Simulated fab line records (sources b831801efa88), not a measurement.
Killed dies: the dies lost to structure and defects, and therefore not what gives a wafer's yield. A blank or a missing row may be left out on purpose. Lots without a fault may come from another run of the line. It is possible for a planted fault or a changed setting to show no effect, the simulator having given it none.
Which tool was responsible? | flow gf180mcu | 21 wafers sampled from 7 lots at 1 step of a route of 602

## WHAT THE GAUGES SHOWED, per wafer
GF_STI_THK_MEAS_30.
lot  | measured    | on           | STI_OXIDATION_02_THK (nm)
L119 | day 2 12:13 | filmMetro-02 | 10.25 10.28 10.33
L123 | day 3 08:31 | filmMetro-03 | 10.06 9.95 9.99
L125 | day 3 19:55 | filmMetro-03 | 10.23 10.05 10.05
L128 | day 4 10:37 | filmMetro-03 | 10.30 10.14 10.32
L130 | day 4 20:56 | filmMetro-02 | 9.93 10.08 10.07
L139 | day 6 18:28 | filmMetro-02 | 10.15 10.14 10.04
L141 | day 7 04:44 | filmMetro-01 | 10.28 10.14 10.05

## EACH LOT AND THE TOOL THAT RAN IT (in order: tool; ch and the chambers of the sampled wafers; start)
Before these readings, the record contains no process step.

## THE ANSWER, worked out from the rows above alone
Rule: the usual values come from the lots themselves. The widest of any qualifying gaps counts: lots, ordered by their means at a reading, are off when they make up no more than a third of the lots, leave a main group of 4 or more, and stand apart from it by 3 or more times the standard deviation of that group's means. If all means in a main group match to the digits the tables above print for the reading, that group is not used. A lot without any number at a reading at which 4 lots or more have one is off too. Where the step has rows for the other lots, those lots are counted as sound.
Across all readings shown, no lot is off: no conclusion can be drawn from this.

## WHAT THE SIMULATOR PUT IN
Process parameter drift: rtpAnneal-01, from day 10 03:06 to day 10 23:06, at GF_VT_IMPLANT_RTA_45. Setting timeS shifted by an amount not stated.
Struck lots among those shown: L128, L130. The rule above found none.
